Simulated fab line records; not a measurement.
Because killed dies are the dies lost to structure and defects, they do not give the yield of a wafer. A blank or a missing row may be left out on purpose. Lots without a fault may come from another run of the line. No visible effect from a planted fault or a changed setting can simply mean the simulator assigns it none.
One fault seen from 2 desks -- flow sky130 -- every desk sees just its own numbers, and what lay behind them comes last

DESK OF THE TOOL OWNER: implanter-02
The tool's own readings at SKY_PWDE_IMPLANT_08, given as means over the sampled wafers that have a number, one for each lot that went through this tool. A lot is out of limits, marked OUT, if its mean lies more than 4 standard deviations from the usual mean; the brackets give that distance.
Columns: A = doseIonsCm2 at SKY_PWDE_IMPLANT_08, usual 3.6e+12; B = faradayCurrentUA at SKY_PWDE_IMPLANT_08, usual 20.3
lot,first seen here,A,B
L113,day 3 20:22,3.6e+12,20.6
L114,day 4 02:39,3.6e+12,20.1
L116,day 4 13:04,3.6e+12,20.5
L120,day 5 16:11,3.6e+12,19.9
L130,day 7 23:51,1.5e+12 (-99 or more) OUT,8.4 (-30) OUT
L133,day 8 12:01,1.5e+12 (-99 or more) OUT,8.8 (-29) OUT
This desk finds L130, L133 out of limits, L130 being first, at day 7 23:51 (doseIonsCm2 at SKY_PWDE_IMPLANT_08). Within limits: L113, L114, L116, L120.

THE METROLOGY DESK
What the gauges read for every lot (on any tool): the sampled wafers with a number, averaged. A lot is out of limits, marked OUT, if its mean lies more than 4 standard deviations from the usual mean; the brackets give that distance.
Columns: A = PWDE_TW at SKY_PWDE_TW_MEAS_10, usual 375; B = PWDE_RS at SKY_NWELL_RS_MEAS_31, usual 5274 ohm/sq
lot,first seen here,A,B
L113,day 3 20:36,379,5297
L114,day 4 02:54,377,5279
L116,day 4 13:18,377,5242
L118,day 5 00:22,380,5284
L119,day 5 07:44,374,5278
L120,day 5 16:25,376,5265
L130,day 8 00:06,285 (-20) OUT,10938 (+99 or more) OUT
L132,day 8 08:09,378,5308
L133,day 8 12:16,288 (-19) OUT,10958 (+99 or more) OUT
L134,day 8 16:37,370,5232
L136,day 9 13:20,367,5284
This desk's finding: out of limits on L130, L133; first on L130, day 8 00:06 (PWDE_TW at SKY_PWDE_TW_MEAS_10). Within limits: L113, L114, L116, L118, L119, L120, L132, L134, L136.

PUT TOGETHER
The tool owner's desk could have raised an alarm at day 7 23:51, on L130, L133.
At day 8 00:06 the metrology desk could have sounded an alarm, on L130, L133.
SKY_PWDE_IMPLANT_08 was run on implanter-02 by each of the lots named.

WHAT THE SIMULATOR HAD PUT IN
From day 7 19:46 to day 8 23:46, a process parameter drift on implanter-02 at SKY_PWDE_IMPLANT_08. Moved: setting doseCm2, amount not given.
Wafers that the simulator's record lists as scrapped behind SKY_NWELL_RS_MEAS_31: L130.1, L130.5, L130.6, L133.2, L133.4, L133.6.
Lots struck among those shown: L130, L133.
Delay (hours) between the fault's onset and each desk's first out-of-limits reading: 4 at the tool owner's desk, 4 at the metrology desk.
